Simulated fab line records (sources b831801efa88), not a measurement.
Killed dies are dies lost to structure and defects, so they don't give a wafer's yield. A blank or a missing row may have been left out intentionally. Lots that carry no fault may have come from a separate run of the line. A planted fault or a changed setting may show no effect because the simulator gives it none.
Problem report in the 8D (eight disciplines) form, filled by code    flow gf180mcu    the parts of the form that need people (team, actions taken, sign-off) are left out

== 1. THE PROBLEM ==
Wafers free of any fault read 50.0 nm (standard deviation 0.68) for SAB_CVD_00_THK at GF_SAB_THK_MEAS_01, against a mean of 65.5 nm on 3 wafers of 2 lots. That puts it +23 standard deviations away from the usual mean.
Earliest sighting: wafer L452.1 on film_metro-02 at day 17 23:52. At this step, 39 wafers from 13 lots have a number in the record. The rule behind "out" and "out of limits": a value lying over 4 standard deviations away from the usual mean. The rest of the wafers with a number are treated as sound.

== 2. WHAT IT IS; WHAT IT IS NOT ==
question                     is                            is not
which readings at this step  SAB_CVD_00_THK                -
which lots                   L452, L456                    L443, L445, L446, L448, L449, L450, L453, L454, L462, L463, L465
which wafers of those lots   L452.1, L452.4, L456.1        L452.3, L456.5, L456.6
read on which gauges         film_metro-02, film_metro-03  film_metro-01
when                         from day 17 23:52             up to then (19 sound wafers); but 17 sound wafers of L453, L454, L456, L462, L463, L465 came after

== 3. THE SUSPECTS, EACH WITH WHAT RULES IT OUT ==
Counting: if a tool at a process step up to the reading ran every lot that is out, it stays a suspect. Sound lots after the first of them don't rule it out here, since some wafers of a struck lot are sound.
- ruled out: the gauge at GF_SAB_THK_MEAS_01. 2 gauges (film_metro-02, film_metro-03) read the wafers that are out.
- rtp_anneal-02 at GF_PSD_RTA_13 (time 20 s): kept. Ran every lot that is out, first one L452 (day 17 23:31); last sound lot up to then L450 (day 17 02:23).
- pecvd-03 at GF_SAB_CVD_00 (deposits SiO2 from TEOS, target thk 50 nm, time 4.9302 s): kept. Ran every lot that is out, first one L452 (day 17 23:50); last sound lot up to then L450 (day 17 02:41).
The count leaves pecvd-03 at GF_SAB_CVD_00 and rtp_anneal-02 at GF_PSD_RTA_13.

== 4. THE CAUSE (what the simulator had put in) ==
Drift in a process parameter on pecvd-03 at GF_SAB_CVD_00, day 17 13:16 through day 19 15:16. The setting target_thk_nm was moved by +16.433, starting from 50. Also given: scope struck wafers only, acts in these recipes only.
Of the 2 suspects that counting leaves, this tool is one.

== 5. SEQUENCE OF EFFECTS, ordered by route ==
Each row: a reading where the mean over the struck wafers with a number is more than 3 standard deviations away from the usual. Only readings whose record carries a usual standard deviation are examined. hours: median over the lots of the time between each lot's start at the first step of this table that gives one and its start at this step. sigmas: the change, counted in usual standard deviations.
hours  step                reading         usual    on struck wafers  change  sigmas
0      GF_SAB_THK_MEAS_01  SAB_CVD_00_THK  50.0 nm  65.5              +15.5   +23

== 6. WHAT WOULD HAVE CAUGHT IT SOONER ==
In this record the first reading out of limits at a measuring or inspecting step was taken at day 17 23:52, 11 hours after the fault began at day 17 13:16.
No tool reading at GF_SAB_CVD_00 that has a usual standard deviation in the record was out on any struck wafer, so an alarm limit of 4 standard deviations on those readings would not have fired.
Among the 2 lots that are out, L456 began GF_SAB_CVD_00 on pecvd-03 after day 17 23:52. Had the tool been put on hold then, it would have been spared.
